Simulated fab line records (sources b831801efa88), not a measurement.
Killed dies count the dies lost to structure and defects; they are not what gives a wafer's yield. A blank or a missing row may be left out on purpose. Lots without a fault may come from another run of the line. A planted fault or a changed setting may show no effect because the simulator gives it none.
Which of the tools did it? ; flow sky130 ; 33 wafers from 11 lots sampled at 4 of the route's 708 steps

WHAT THE GAUGES READ, wafer by wafer
SKY_FIELD_ISO_BOW_MEAS_00. Usual: INCOMING_BOW 0 um, standard deviation 6.1.
lot;measured;on;INCOMING_BOW (um);flag
L928;day 1 15:00;filmMetro-02;5 0 -3;
L929;day 1 20:04;filmMetro-03;-9 -3 -8;
L930;day 2 01:00;filmMetro-01;-4 1 7;
L932;day 2 11:00;filmMetro-02;8 5 0;
L936;day 3 07:00;filmMetro-01;-8 8 3;
L937;day 3 12:01;filmMetro-02;4 1 -10;
L938;day 3 17:01;filmMetro-01;-1 -3 0;
L940;day 4 03:00;filmMetro-03;-15 12 -5;
L941;day 4 08:01;filmMetro-03;-6 3 2;
L949;day 6 00:01;filmMetro-01;5 -1 4;
L950;day 6 05:01;filmMetro-01;-4 -1 -9;

SKY_GATE_OXIDE_THK_MEAS_02. Usual: GATE_OXIDE_OXIDATION_00_THK 10.32 nm, standard deviation 0.2.
lot;measured;on;GATE_OXIDE_OXIDATION_00_THK (nm);flag
L928;day 13 06:18;filmMetro-03;10.09 9.88 9.94;
L929;day 13 11:55;filmMetro-02;9.95 10.08 9.99;
L930;day 14 01:02;filmMetro-03;10.55 10.52 10.52;
L932;day 14 14:10;filmMetro-02;10.21 10.21 10.34;
L936;day 15 19:03;filmMetro-04;10.19 10.13 10.19;
L937;day 16 10:41;filmMetro-02;10.61 10.39 10.56;
L938;day 16 13:39;filmMetro-03;9.06 8.97 9.11;OFF
L940;day 17 11:44;filmMetro-03;9.42 9.27 9.44;OFF
L941;day 17 16:38;filmMetro-02;10.27 10.64 10.25;
L949;day 20 11:47;filmMetro-03;10.24 10.46 10.29;
L950;day 20 18:06;filmMetro-03;10.57 10.38 10.28;

SKY_SD_N_OVL_MEAS_08. Usual: SD_N_OVL -1.0 nm, standard deviation 1.5.
lot;measured;on;SD_N_OVL (nm);flag
L928;day 28 09:22;overlay-02;-2.4 -1.7 -2.5;
L929;day 28 15:14;overlay-02;-0.2 -0.3 -0.8;
L930;day 29 06:26;overlay-01;-0.7 -2.1 0.1;
L932;day 29 20:02;overlay-01;-0.7 -2.3 -0.4;
L936;day 30 23:41;overlay-01;0.3 0.1 0.6;
L937;day 31 18:57;overlay-02;-3.6 -0.4 -1.9;
L938;day 31 20:46;overlay-02;-1.2 -1.7 0.8;
L940;day 32 15:19;overlay-02;1.7 -2.1 0.2;
L941;day 32 21:04;overlay-02;1.4 1.0 -0.3;
L949;day 35 03:19;overlay-02;-1.7 -0.9 -0.3;
L950;day 35 12:36;overlay-02;-0.3 -3.0 -2.8;

TOOL THAT RAN EACH LOT (tool first, then ch and the chambers of the sampled wafers, then the start)
lot;SKY_GATE_OXIDE_OXIDATION_01
L928;furnace-02 ch 0, day 13 04:53
L929;furnace-02 ch 0, day 13 10:28
L930;furnace-01 ch 0, day 13 23:38
L932;furnace-01 ch 0, day 14 12:45
L936;furnace-02 ch 0, day 15 17:38
L937;furnace-01 ch 0, day 16 09:17
L938;furnace-01 ch 0, day 16 12:14
L940;furnace-01 ch 0, day 17 10:20
L941;furnace-02 ch 0, day 17 15:13
L949;furnace-01 ch 0, day 20 10:22
L950;furnace-02 ch 0, day 20 16:41
- SKY_GATE_OXIDE_OXIDATION_01: stabilise 600 s, purge 300 s, target thk 10.268 nm.

AS READ BY THE TOOLS THEMSELVES (means over the sampled wafers that have a number; for cases with no such wafer, the mark the record gives instead)
SKY_GATE_OXIDE_OXIDATION_01. Usual: spikeTcBottomC 915.8 C, standard deviation 1.9; spikeTcCentreC 899.9 C, standard deviation 0.98; spikeTcLowerC 900.8 C, standard deviation 1.1; spikeTcTopC 910.7 C, standard deviation 1.4; spikeTcUpperC 898.6 C, standard deviation 1.2; tubeCenterTempC 900 C, standard deviation 0.085; tube_center_temp_C_max 902.3, standard deviation 0.37; zonePowerCentrePct 17.9 %, standard deviation 1.7; zonePowerLowerPct 18.4 %, standard deviation 1.5.
lot;tool;spikeTcBottomC (C);spikeTcCentreC (C);spikeTcLowerC (C);spikeTcTopC (C);spikeTcUpperC (C);tubeCenterTempC (C);tube_center_temp_C_max;zonePowerCentrePct (%);zonePowerLowerPct (%);flag
L928;furnace-02;913.3;900.0;900.6;912.9;898.5;900;902.3;20.3;20.2;
L929;furnace-02;914.7;898.4;898.9;912.0;897.9;900;902.5;20.2;20.3;
L930;furnace-01;917.7;900.2;900.7;909.6;899.2;900;902.3;16.7;17.4;
L932;furnace-01;916.2;900.4;900.3;909.7;898.4;900;902.2;16.5;17.1;
L936;furnace-02;913.9;899.4;900.2;911.4;897.8;900;902.5;20.0;20.5;
L937;furnace-01;917.2;901.1;901.6;910.1;898.4;900;902.4;16.8;17.3;
L938;furnace-01;907.4;890.4;890.6;899.9;888.8;890;892.2;16.1;17.0;OFF
L940;furnace-01;906.3;890.1;889.7;900.3;889.6;890;892.5;16.2;16.9;OFF
L941;furnace-02;913.5;899.2;900.2;912.6;898.8;900;902.4;20.2;20.3;
L949;furnace-01;918.0;899.4;901.2;909.8;898.8;900;902.3;16.7;17.2;
L950;furnace-02;913.9;898.6;901.1;910.5;898.2;900;902.2;20.0;20.5;

THE ANSWER, worked out from the rows above alone
Rule: a lot counts as off when the mean over its wafers that have a number is more than 3 standard deviations away from the usual mean. Also off: a lot with no number at a reading for which 4 or more lots have one. Any other lot the step has rows for is counted as sound. Order of review: gauges by route order, followed by the tools' own readings, for which a lot's mean as printed above is used. The first step at which some lot is off is used, and at that step the reading that is off furthest; a lot without a number counts as furthest.
Off: at SKY_GATE_OXIDE_THK_MEAS_02 (GATE_OXIDE_OXIDATION_00_THK), L938, L940.
A tool fits if, at a process step before that reading, it ran every lot that is off, and no sound lot after the first of them. The gauges at SKY_GATE_OXIDE_THK_MEAS_02 aren't tried: what is off there is off at SKY_GATE_OXIDE_OXIDATION_01 too, on other tools, and a gauge's error can't cause that. Not one of the candidates tried fits.

WHAT HAD BEEN PUT IN BY THE SIMULATOR
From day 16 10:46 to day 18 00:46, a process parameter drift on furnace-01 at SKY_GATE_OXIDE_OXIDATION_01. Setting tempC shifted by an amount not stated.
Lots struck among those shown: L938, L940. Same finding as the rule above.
